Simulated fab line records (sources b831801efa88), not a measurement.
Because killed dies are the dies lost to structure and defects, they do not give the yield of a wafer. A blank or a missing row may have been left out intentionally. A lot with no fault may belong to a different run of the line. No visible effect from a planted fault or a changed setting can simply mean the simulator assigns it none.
The same fault as seen by 2 desks + flow gf180mcu + numbers are kept per desk, each desk with only its own; the story behind them comes last

== FOR THE TOOL OWNER'S DESK: pvdSputter-02 ==
The tool's own readings at GF_M2_SPUTTER_01 (material TiN, target thk 30 nm, time 25 s): means of the sampled wafers that have a number, for each lot that ran on this tool. Marked OUT: a lot whose mean sits more than 4 standard deviations from the usual mean, which makes it out of limits; the brackets give that distance.
Columns: A = chamberPressurePa at GF_M2_SPUTTER_01, usual 0.4000 Pa; B = throttleValvePct at GF_M2_SPUTTER_01, usual 29.9 %
| lot  | first seen here | A                | B    |
|------|-----------------|------------------|------|
| L143 | day 21 13:20    | 0.3819 (-24) OUT | 30.9 |
| L144 | day 21 21:16    | 0.3826 (-23) OUT | 30.2 |
| L156 | day 25 13:16    | 0.4009           | 30.7 |
This desk's finding: out of limits on L143, L144; first on L143, day 21 13:20 (chamberPressurePa at GF_M2_SPUTTER_01). L156 stayed within limits.

== THE METROLOGY DESK ==
What the gauges read for every lot (on any tool): the sampled wafers with a number, averaged. Marked OUT: a lot whose mean sits more than 4 standard deviations from the usual mean, which makes it out of limits; the brackets give that distance.
Columns: A = V1_W_RS at GF_V1_RS_MEAS_24, usual 0.328 ohm/sq; B = V1_W_THK at GF_V1_THK_MEAS_25, usual 353 nm
| lot  | first seen here | A     | B   |
|------|-----------------|-------|-----|
| L137 | day 19 06:14    | 0.330 | 350 |
| L143 | day 21 12:46    | 0.325 | 355 |
| L144 | day 21 20:41    | 0.328 | 353 |
| L151 | day 24 15:49    | 0.332 | 344 |
| L156 | day 25 12:42    | 0.324 | 353 |
| L157 | day 26 02:34    | 0.329 | 353 |
This desk's verdict: no lot among the 6 shows anything out of limits.

== PUT TOGETHER ==
An alarm could have come from the tool owner's desk at day 21 13:20, on L143, L144.
Nothing out of limits was seen by the metrology desk.
The metrology desk holds a record of L143, L144, inside its limits.
GF_M2_SPUTTER_01 was run on pvdSputter-02 by each of the lots named.

== WHAT THE SIMULATOR HAD INSERTED ==
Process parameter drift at GF_M2_SPUTTER_01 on pvdSputter-02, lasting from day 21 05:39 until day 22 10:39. Setting chamberPressurePa shifted by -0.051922 from 0.4. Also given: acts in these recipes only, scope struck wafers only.
Struck lots among those shown: L143, L144.
Each desk's first reading out of limits, in hours after the fault started: the tool owner's desk, 8.
